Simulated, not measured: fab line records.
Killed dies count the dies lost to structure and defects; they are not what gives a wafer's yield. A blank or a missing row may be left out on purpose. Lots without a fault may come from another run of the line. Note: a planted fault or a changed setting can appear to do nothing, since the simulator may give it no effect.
Code-filled problem report in 8D (eight disciplines) form -- flow gf180mcu -- the parts of the form that need people (team, actions taken, sign-off) are left out

== 1. THE ISSUE ==
Across 6 wafers from 2 lots, MVSD_TW at GF_MVSD_TW_MEAS_11 averages 1455, while fault-free wafers read 1599 with a standard deviation of 12. Measured from the usual mean, that is -12 standard deviations.
First observed at day 7 07:41: wafer L397.1, on filmMetro-02. At this step, 33 wafers from 11 lots have a number in the record. By rule, "out" or "out of limits" means more than 4 standard deviations away from the usual mean. Any other wafer with a number is counted as sound.

== 2. WHAT IT IS, WHAT IT ISN'T ==
question,is,is not
which readings at this step,MVSD_TW,-
which lots,"L397, L398","L385, L388, L390, L391, L393, L396, L399, L404, L406"
which wafers of those lots,all that have a number,-
read on which gauges,"filmMetro-02, filmMetro-04",filmMetro-03
when,from day 7 07:41,"up to then (18 sound wafers); but 9 sound wafers of L399, L404, L406 came after"

== 3. WHAT RULES OUT EACH SUSPECT ==
Counting: a tool at any process step up to the reading remains a suspect when it ran all the lots that are out and ran no sound lot after the first of those.
- ruled out: the gauge at GF_MVSD_TW_MEAS_11. The wafers that are out were read on 2 gauges (filmMetro-02, filmMetro-04).
- plasmaAsher-04 at GF_DNWELL_STRIP_08 (strips in O2/N2): ruled out as a lasting fault. After its first lot that is out, L397 (day 5 09:48), sound lots L399, L404, L406 ran on it.
- implanter-03 at GF_MVSD_IMPLANT_08: kept. It ran every lot that is out, first L397 (day 7 07:17), and no sound lot after that; its last sound lot up to then is L390 (day 5 15:01). On those wafers its own readings are out: doseIonsCm2, faradayCurrentUA.
After counting, what remains is implanter-03 at GF_MVSD_IMPLANT_08.

== 4. THE CAUSE (what the simulator had put in) ==
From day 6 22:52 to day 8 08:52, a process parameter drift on implanter-03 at GF_MVSD_IMPLANT_08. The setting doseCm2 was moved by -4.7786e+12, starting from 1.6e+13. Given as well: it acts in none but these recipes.
Only this tool survived the counting.

== 5. SEQUENCE OF EFFECTS, ordered by route ==
One row per reading whose mean, taken over the struck wafers that have a number, lies over 3 standard deviations from the usual. Only readings for which the record gives a usual standard deviation are gone through. hours: the time from each lot's start at the first step in this table that gives one to its start at this step, as a median over the lots. sigmas: the change in usual standard deviations.
hours,step,reading,usual,on struck wafers,change,sigmas
0,GF_MVSD_IMPLANT_08,doseIonsCm2,1.5998e+13,1.1216e+13,-4.7822e+12,-99 or more
0,GF_MVSD_IMPLANT_08,faradayCurrentUA,90.3,62.9,-27.4,-14
0,GF_MVSD_TW_MEAS_11,MVSD_TW,1599,1455,-144,-12
86,GF_VT_IMPLANT_RS_MEAS_46,MVSD_RS,456.8 ohm/sq,546.5,+89.7,+75
Here are the process steps it includes:
- GF_MVSD_IMPLANT_08

== 6. HOW IT WOULD HAVE BEEN CAUGHT EARLIER ==
9 hours passed between the start of the fault at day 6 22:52 and the first reading out of limits at a measuring or inspecting step in this record, taken at day 7 07:41.
The tool's own readings at GF_MVSD_IMPLANT_08 were out on every struck wafer that the step has a row for (doseIonsCm2, faradayCurrentUA): an alarm limit on them would have fired on the first of those.
Among the 2 lots that are out, L398 began GF_MVSD_IMPLANT_08 on implanter-03 after day 7 07:41. A hold on the tool at that time would have spared it.
